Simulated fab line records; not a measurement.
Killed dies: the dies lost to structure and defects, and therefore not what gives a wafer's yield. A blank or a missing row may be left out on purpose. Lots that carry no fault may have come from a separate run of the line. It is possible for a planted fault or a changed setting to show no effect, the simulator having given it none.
fab line records	flow sky130
record lots=7	wafers=21	last-day=50
route steps=708 shown LDD_N@245 LDD_P@255 PAD_OPEN@708
lots that met no fault: taken from a fault-free run of the same line
start-h: start of the lot's first displayed wafer, in hours after the record's first day	wait-h: hours elapsed since this lot's preceding step	" same as the row above	L1.1+2: several wafers, shown together as one row	- either no value or no given start	* or withheld: withheld	< > ~ a bound
route shown NAME@n: names a module that has steps shown in the file, with the first one's number in the route	usual: average and standard deviation across the fault-free wafers	same: alike in all rows	chamber/n: place in a boat	sites: per-site readings	_std_site: the standard deviation of these	_edge_site: the outer-site mean with the inner-site mean subtracted	radius-mm: for every site, how far away it sits from the centre of the wafer	mask NAME#n: copy n	behind: the most recent tool/chamber to have shaped the wafer	hold: reason for holding the lot/hours on hold/outcome of the hold	device: whichever transistor did not switch (one of n, p or np)	end of line: tests run on the same wafers once the route is complete	a step without rows: its recipe alone	killed: dies that structure and defects cost at the first sort, which is not the same as the wafer's yield	map: per-die view of a wafer (x killed, . not killed, _ where there is no die)
set.NAME: the setting the step ran with; set.NAME@STEP: the setting that earlier step ran with	model.NAME: the simulator's own value behind a step, which no gauge read
a table for each step, a row for each wafer; lots at some steps of the route
services: when a tool's chamber went out of use (start-h, in hours from the record's first day, below 0 if earlier), for how many hours, and the reason
## steps
# step SKY_LDD_N_IMPLANT_08
# recipe species=As	energy-kev=20	dose-cm2=7.5e+13	tilt-deg=withheld	rotation-deg=23
# step SKY_LDD_N_IMPLANT_09
# recipe species=As	energy-kev=20	dose-cm2=7.5e+13	tilt-deg=withheld	rotation-deg=113
# step SKY_LDD_N_IMPLANT_10
# recipe species=As	energy-kev=20	dose-cm2=7.5e+13	tilt-deg=withheld	rotation-deg=203
# step SKY_LDD_N_IMPLANT_11
# recipe species=As	energy-kev=20	dose-cm2=7.5e+13	tilt-deg=withheld	rotation-deg=293
# step SKY_LDD_N_IMPLANT_12
# recipe species=BF2	energy-kev=50	dose-cm2=5e+12	tilt-deg=30	rotation-deg=0
# step SKY_LDD_N_IMPLANT_13
# recipe species=BF2	energy-kev=50	dose-cm2=5e+12	tilt-deg=30	rotation-deg=90
# step SKY_LDD_N_IMPLANT_14
# recipe species=BF2	energy-kev=50	dose-cm2=5e+12	tilt-deg=30	rotation-deg=180
# step SKY_LDD_N_IMPLANT_15
# recipe species=BF2	energy-kev=50	dose-cm2=5e+12	tilt-deg=30	rotation-deg=270
# step SKY_LDD_N_STRIP_16
# recipe chemistry=O2/N2	power-w=1400	pressure-mtorr=1500	platen-temp-c=withheld	o2-flow-sccm=3000	n2-flow-sccm=300	overash-fraction=0.5
# usual drypump-motor-current-A=5.5/0.37	oes-product-au=0.406/0.0043	strip-time-to-endpoint-s=4.313/0.015
lot.wafer	tool	chamber	start-h	wait-h	drypump-motor-current-A	oes-product-au	rf-hours-counter-h	strip-time-to-endpoint-s
L364.3	plasma-asher-04	1	429.58	0.1	4.7	0.407	-	4.303
L364.4	"	0	"	"	5.2	0.411	-	4.302
L364.6	"	1	"	"	4.7	0.410	-	4.321
L369.2	plasma-asher-03	0	500.47	0.1	6.0	0.407	68	4.297
L369.4	"	0	"	"	6.1	0.410	-	4.300
L369.6	"	0	"	"	6.1	0.404	-	4.298
L374.1	plasma-asher-02	1	525.84	0.1	5.7	0.402	9	4.304
L374.4	"	1	"	"	5.7	0.407	-	4.323
L374.5	"	1	"	"	5.7	0.406	-	4.317
L376.2	plasma-asher-03	1	542.74	0.1	5.6	0.411	72	4.307
L376.4	"	1	"	"	5.5	0.404	-	4.308
L376.6	"	1	"	"	5.5	0.408	-	4.313
L377.3	plasma-asher-02	0	547.73	0.1	5.5	0.403	-	4.326
L377.4	"	1	"	"	5.8	0.410	-	4.318
L377.6	"	0	"	"	5.4	0.407	-	4.310
L380.1	plasma-asher-02	0	572.35	0.1	5.5	0.412	14	4.312
L380.2	"	1	"	"	5.7	0.403	14	4.309
L380.5	"	1	"	"	5.7	0.409	-	4.308
L382.2	plasma-asher-04	0	588.59	0.1	5.2	0.408	48	4.313
L382.4	"	1	"	"	4.7	0.407	-	4.300
L382.6	"	0	"	"	5.2	0.413	-	4.326
# step SKY_LDD_N_TW_MEAS_17
# usual LDD_N_TW=2587/34
lot.wafer	tool	chamber	start-h	wait-h	LDD_N_TW
L364.3	film-metro-04	-	429.67	0.1	2560
L364.4	"	-	"	"	2553
L364.6	"	-	"	"	2561
L369.2	film-metro-03	-	500.58	0.1	2651
L369.4	"	-	"	"	2643
L369.6	"	-	"	"	2629
L374.1	film-metro-03	-	525.94	0.1	2621
L374.4	"	-	"	"	2628
L374.5	"	-	"	"	2617
L376.2	film-metro-04	-	542.85	0.1	2563
L376.4	"	-	"	"	2557
L376.6	"	-	"	"	2545
L377.3	film-metro-04	-	547.82	0.1	2564
L377.4	"	-	"	"	2556
L377.6	"	-	"	"	2564
L380.1	film-metro-03	-	572.45	0.1	2639
L380.2	"	-	"	"	2656
L380.5	"	-	"	"	2639
L382.2	film-metro-03	-	588.70	0.1	2621
L382.4	"	-	"	"	2607
L382.6	"	-	"	"	2621
# step SKY_LDD_P_DEHYDRATE_00
# recipe temp-c=200	time-s=60
# step SKY_LDD_P_HMDS_01
# recipe prime-time-s=60	prime-temp-c=120
# step SKY_LDD_P_COAT_02
# recipe resist=NOVOLAK	spin-rpm=3000	resist-thk-nm=1140
lot.wafer	tool	chamber	start-h	wait-h	model.NOVOLAK_of_LDD_P_COAT_02.thk-nm
L364.3	litho-track-03	0	444.06	0.1	1141
L364.4	"	0	"	"	1135
L364.6	"	0	"	"	1139
L369.2+6	litho-track-01	0	515.38	0.1	1139
L369.4	"	0	"	"	1143
L374.1	litho-track-03	0	540.71	0.1	1277
L374.4	"	0	"	"	1271
L374.5	"	0	"	"	1269
L376.2+6	litho-track-03	0	557.19	0.1	1269
L376.4	"	0	"	"	1270
L377.3	litho-track-03	0	561.86	0.1	1273
L377.4	"	0	"	"	1265
L377.6	"	0	"	"	1266
L380.1	litho-track-01	0	587.06	0.1	1142
L380.2	"	0	"	"	1145
L380.5	"	0	"	"	1143
L382.2	litho-track-02	0	602.73	0.1	1141
L382.4	"	0	"	"	1143
L382.6	"	0	"	"	1142
# step SKY_LDD_P_SOFTBAKE_03
# recipe temp-c=90	time-s=60	resist=NOVOLAK
# step SKY_LDD_P_EXPOSE_04
# recipe mask-id=PSDM	na=0.6	source-shape=conventional	sigma-outer=0.6	polarization=unpolarized	target-cd-nm=380	dose-mj=138
# step SKY_LDD_P_PEB_05
# recipe temp-c=withheld	time-s=*	resist=NOVOLAK
# step SKY_LDD_P_DEVELOP_06
# recipe resist=NOVOLAK	developer=TMAH	develop-time-s=60	dev-temp-c=23
lot.wafer	tool	chamber	start-h	wait-h	model.NOVOLAK_of_LDD_P_COAT_02.thk-nm
L364.3	litho-track-02	0	460.25	0.1	1141
L364.4	"	0	"	"	1135
L364.6	"	0	"	"	1138
L369.2+6	litho-track-01	0	530.23	0.1	1139
L369.4	"	0	"	"	1143
L374.1	litho-track-02	0	556.15	0.1	1277
L374.4	"	0	"	"	1271
L374.5	"	0	"	"	1269
L376.2	litho-track-02	0	571.53	0.1	1268
L376.4+6	"	0	"	"	1269
L377.3	litho-track-03	0	576.71	0.1	1272
L377.4+6	"	0	"	"	1265
L380.1	litho-track-02	0	601.00	0.1	1141
L380.2	"	0	"	"	1144
L380.5	"	0	"	"	1142
L382.2	litho-track-01	0	617.53	0.1	1141
L382.4	"	0	"	"	1143
L382.6	"	0	"	"	1142
# step SKY_LDD_P_CD_MEAS_07
# recipe target-cd-nm=380
# usual cd-nm=380.5/2.5
lot.wafer	tool	chamber	start-h	wait-h	cd-nm
L364.3	cd-sem-02	-	460.39	0.1	378.9
L364.4	"	-	"	"	380.4
L364.6	"	-	"	"	379.7
L369.2	cd-sem-02	-	530.38	0.1	378.5
L369.4	"	-	"	"	376.4
L369.6	"	-	"	"	377.5
L374.1	cd-sem-02	-	556.30	0.1	369.4
L374.4	"	-	"	"	368.8
L374.5	"	-	"	"	368.7
L376.2	cd-sem-01	-	571.67	0.1	373.9
L376.4	"	-	"	"	371.1
L376.6	"	-	"	"	370.8
L377.3	cd-sem-02	-	576.85	0.1	370.4
L377.4	"	-	"	"	371.1
L377.6	"	-	"	"	370.0
L380.1	cd-sem-02	-	601.15	0.1	380.5
L380.2	"	-	"	"	379.8
L380.5	"	-	"	"	381.9
L382.2	cd-sem-01	-	617.68	0.1	380.6
L382.4	"	-	"	"	382.5
L382.6	"	-	"	"	382.7
# step SKY_LDD_P_OVL_MEAS_08
# usual LDD_P_OVL=0.2/1.7
lot.wafer	tool	chamber	start-h	wait-h	LDD_P_OVL[nm]
L364.3	overlay-01	-	460.49	0.1	-1.2
L364.4	"	-	"	"	-2.6
L364.6	"	-	"	"	-2.8
L369.2	overlay-02	-	530.48	0.1	0.7
L369.4	"	-	"	"	-0.2
L369.6	"	-	"	"	2.1
L374.1	overlay-02	-	556.42	0.1	1.0
L374.4	"	-	"	"	1.2
L374.5	"	-	"	"	0.9
L376.2	overlay-02	-	571.78	0.1	2.7
L376.4	"	-	"	"	-1.0
L376.6	"	-	"	"	0.5
L377.3	overlay-02	-	576.94	0.1	1.3
L377.4	"	-	"	"	0.1
L377.6	"	-	"	"	1.7
L380.1	overlay-02	-	601.27	0.1	1.9
L380.2	"	-	"	"	1.8
L380.5	"	-	"	"	2.0
L382.2	overlay-01	-	617.78	0.1	-0.2
L382.4	"	-	"	"	-2.7
L382.6	"	-	"	"	-0.8
# step SKY_LDD_P_IMPLANT_09
# recipe species=BF2	energy-kev=25	dose-cm2=1e+13	tilt-deg=withheld
# step SKY_LDD_P_STRIP_10
# recipe chemistry=O2/N2	power-w=1400	pressure-mtorr=1500	platen-temp-c=withheld	o2-flow-sccm=3000	n2-flow-sccm=300	overash-fraction=0.5
# usual drypump-motor-current-A=5.71/0.26	oes-product-au=0.716/0.0044	strip-time-to-endpoint-s=14.19/0.034
lot.wafer	tool	chamber	start-h	wait-h	drypump-motor-current-A	oes-product-au	rf-hours-counter-h	strip-time-to-endpoint-s
L364.3	plasma-asher-02	0	460.69	0.1	5.44	0.715	-	14.18
L364.4	"	1	"	"	5.75	0.721	-	14.12
L364.6	"	0	"	"	5.43	0.715	-	14.16
L369.2	plasma-asher-03	0	530.66	0.1	6.06	0.712	71	14.17
L369.4	"	0	"	"	6.09	0.711	-	14.21
L369.6	"	0	"	"	6.07	0.715	-	14.18
L374.1	plasma-asher-01	0	556.61	0.1	5.45	0.718	83	15.71
L374.4	"	0	"	"	5.48	0.715	-	15.66
L374.5	"	0	"	"	5.46	0.715	-	15.63
L376.2	plasma-asher-03	1	571.96	0.1	5.54	0.713	75	15.62
L376.4	"	1	"	"	5.50	0.724	-	15.64
L376.6	"	0	"	"	6.07	0.711	-	15.61
L377.3	plasma-asher-02	0	577.15	0.1	5.45	0.711	-	15.65
L377.4	"	1	"	"	5.74	0.711	-	15.59
L377.6	"	0	"	"	5.43	0.719	-	15.57
L380.1	plasma-asher-01	1	601.46	0.1	6.01	0.722	88	14.19
L380.2	"	0	"	"	5.44	0.705	88	14.23
L380.5	"	0	"	"	5.42	0.709	-	14.23
L382.2	plasma-asher-01	1	617.96	0.1	5.99	0.720	89	14.20
L382.4	"	1	"	"	6.01	0.726	-	14.22
L382.6	"	0	"	"	5.42	0.718	-	14.21
# step SKY_LDD_P_TW_MEAS_11
# usual LDD_P_TW=635/6.3
lot.wafer	tool	chamber	start-h	wait-h	LDD_P_TW
L364.3	film-metro-04	-	460.78	0.1	633
L364.4	"	-	"	"	630
L364.6	"	-	"	"	633
L369.2	film-metro-04	-	530.77	0.1	627
L369.4	"	-	"	"	628
L369.6	"	-	"	"	631
L374.1	film-metro-02	-	556.71	0.1	642
L374.4	"	-	"	"	640
L374.5	"	-	"	"	643
L376.2	film-metro-02	-	572.22	0.2	643
L376.4	"	-	"	"	643
L376.6	"	-	"	"	645
L377.3	film-metro-02	-	577.24	0.1	645
L377.4	"	-	"	"	644
L377.6	"	-	"	"	643
L380.1	film-metro-04	-	601.56	0.1	632
L380.2	"	-	"	"	628
L380.5	"	-	"	"	628
L382.2	film-metro-02	-	618.07	0.1	642
L382.4	"	-	"	"	641
L382.6	"	-	"	"	643
# step SKY_PAD_OPEN_PROBE_99
# usual killed_at_M0_to_M3=42/6.6	killed_at_M4_up=3.0/1.8	killed-at-contacts=25/5.1	killed-at-front-end=15/4.4	killed-at-other=0.3/0.56	killed-dies=86/8.6	killed-on-rim=17/3.9	killed-open=47/6.9	killed-short=38/6
# same gross-dies=492	killed-at-back-side=0
lot.wafer	tool	chamber	start-h	wait-h	killed_at_M0_to_M3	killed_at_M4_up	killed-at-contacts	killed-at-front-end	killed-at-other	killed-dies	killed-on-rim	killed-open	killed-short
L369.2	prober-02	-	1145.31	0.1	34	7	26	20	0	87	21	53	34
L369.4	prober-02	-	1145.41	0.2	42	4	29	14	1	90	22	54	36
L369.6	prober-02	-	1145.51	0.2	49	2	22	11	1	85	24	44	40
L374.1	prober-01	-	1154.08	0.1	47	6	17	20	0	90	18	46	43
L374.4	prober-01	-	1154.23	0.2	47	4	20	15	0	86	13	49	36
L374.5	prober-01	-	1154.28	0.2	58	5	14	12	2	91	16	45	43
L382.2	prober-01	-	1194.68	0.1	39	4	25	13	0	81	10	55	26
L382.4	prober-01	-	1194.78	0.2	44	3	29	12	3	91	16	55	36
L382.6	prober-01	-	1194.88	0.2	42	2	23	19	0	86	12	43	43
# killed by level:class
L369.2 VIA1:geometric-particle:open=15 FIELD_ISO:geometric-particle:open=9 CONTACT:geometric-particle:open=9 METAL4:geometric-particle:short=7 FIELD_ISO:geometric-particle:short=6 LI_CONTACT:geometric-particle:open=5 VIA2:geometric-particle:open=5 CONTACT:geometric-particle:short=4
L369.4 CONTACT:geometric-particle:open=12 VIA3:geometric-particle:open=11 LI_CONTACT:geometric-particle:open=8 VIA1:geometric-particle:open=7 METAL2:geometric-particle:short=7 CONTACT:geometric-particle:short=5 SPACER:geometric-particle:short=4 FIELD_ISO:geometric-particle:open=3
L369.6 CONTACT:geometric-particle:open=10 VIA3:geometric-particle:open=8 VIA1:geometric-particle:short=8 VIA1:geometric-particle:open=7 METAL2:geometric-particle:short=6 VIA2:geometric-particle:open=5 LI_CONTACT:geometric-particle:open=4 CONTACT:geometric-particle:short=4
L374.1 VIA1:geometric-particle:open=8 CONTACT:geometric-particle:open=7 VIA2:geometric-particle:open=7 FIELD_ISO:geometric-particle:open=6 LI_CONTACT:geometric-particle:open=6 VIA1:geometric-particle:short=5 METAL1:geometric-particle:short=5 METAL2:geometric-particle:short=5
L374.4 VIA1:geometric-particle:open=12 CONTACT:geometric-particle:open=9 METAL1:geometric-particle:short=9 VIA1:geometric-particle:short=7 VIA3:geometric-particle:open=7 LI_CONTACT:geometric-particle:open=6 POLY_GATE:geometric-particle:short=5 VIA2:geometric-particle:open=4
L374.5 VIA1:geometric-particle:open=11 CONTACT:geometric-particle:open=7 METAL2:geometric-particle:short=7 VIA1:geometric-particle:short=7 METAL3:geometric-particle:short=7 VIA3:geometric-particle:open=6 VIA2:geometric-particle:open=6 POLY_GATE:geometric-particle:open=5
L382.2 CONTACT:geometric-particle:open=15 VIA1:geometric-particle:open=9 METAL2:geometric-particle:short=9 VIA2:geometric-particle:open=8 LI_CONTACT:geometric-particle:open=5 FIELD_ISO:geometric-particle:short=4 FIELD_ISO:geometric-particle:open=4 VIA3:geometric-particle:open=4
L382.4 CONTACT:geometric-particle:open=11 VIA1:geometric-particle:open=11 VIA2:geometric-particle:open=9 LI_CONTACT:geometric-particle:open=8 POLY_GATE:geometric-particle:open=7 VIA3:geometric-particle:open=6 METAL1:geometric-particle:short=5 LOCAL_INTERCONNECT:geometric-particle:short=4
L382.6 CONTACT:geometric-particle:open=14 VIA2:geometric-particle:open=8 METAL1:geometric-particle:short=6 VIA1:geometric-particle:open=6 VIA1:geometric-particle:short=6 FIELD_ISO:geometric-particle:short=5 CONTACT:geometric-particle:short=5 POLY_GATE:geometric-particle:short=4
## services
tool	chamber	start-h	hours	kind
plasma-asher-04	-	417.88	3.2	repair
plasma-asher-02	-	421.25	9.0	pm
plasma-asher-02	0	421.25	9.0	vent-cycle
plasma-asher-02	1	421.25	9.0	vent-cycle
plasma-asher-02	0	430.25	-	clean
plasma-asher-02	1	430.25	-	clean
plasma-asher-02	-	450.72	2.8	pm
litho-track-02	-	451.83	-	consumable-replace:filter
plasma-asher-03	-	585.14	5.2	repair
## key
first-sign step=SKY_LDD_P_CD_MEAS_07	reading=cd-nm	direction=down	sigmas=4	usual=380.5	struck=370.5
effect step=SKY_LDD_P_STRIP_10	reading=strip-time-to-endpoint-s	direction=up	sigmas=42	usual=*	struck=*
model-effect step=SKY_LDD_P_COAT_02	value=NOVOLAK_of_LDD_P_COAT_02.thk-nm	without=1142	struck=1270
model-effect step=SKY_LDD_P_DEVELOP_06	value=NOVOLAK_of_LDD_P_COAT_02.thk-nm	without=1141	struck=1270
met-at SKY_LDD_P_COAT_02
struck-wafers L374.1,L374.4,L374.5,L376.2,L376.4,L376.6,L377.3,L377.4,L377.6
tester-left-out L374,L376,L377
onset-between 444.06 540.71
fault kind=process-parameter-drift	tool=litho-track-03	chamber=-	onset-h=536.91	steps=SKY_LDD_P_COAT_02	channel=resist-thk-nm	offset=128.04	shape=step	end-h=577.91	acts-in=these-recipes-only	stated=1140
# tester-left-out: of these lots the tester's yield and bins aren't shown, on N5 and GAA mostly nor the transistor test; their killed dies are dies lost to structure and defects alone, not to doping, threshold or leakage, so they don't give the yield
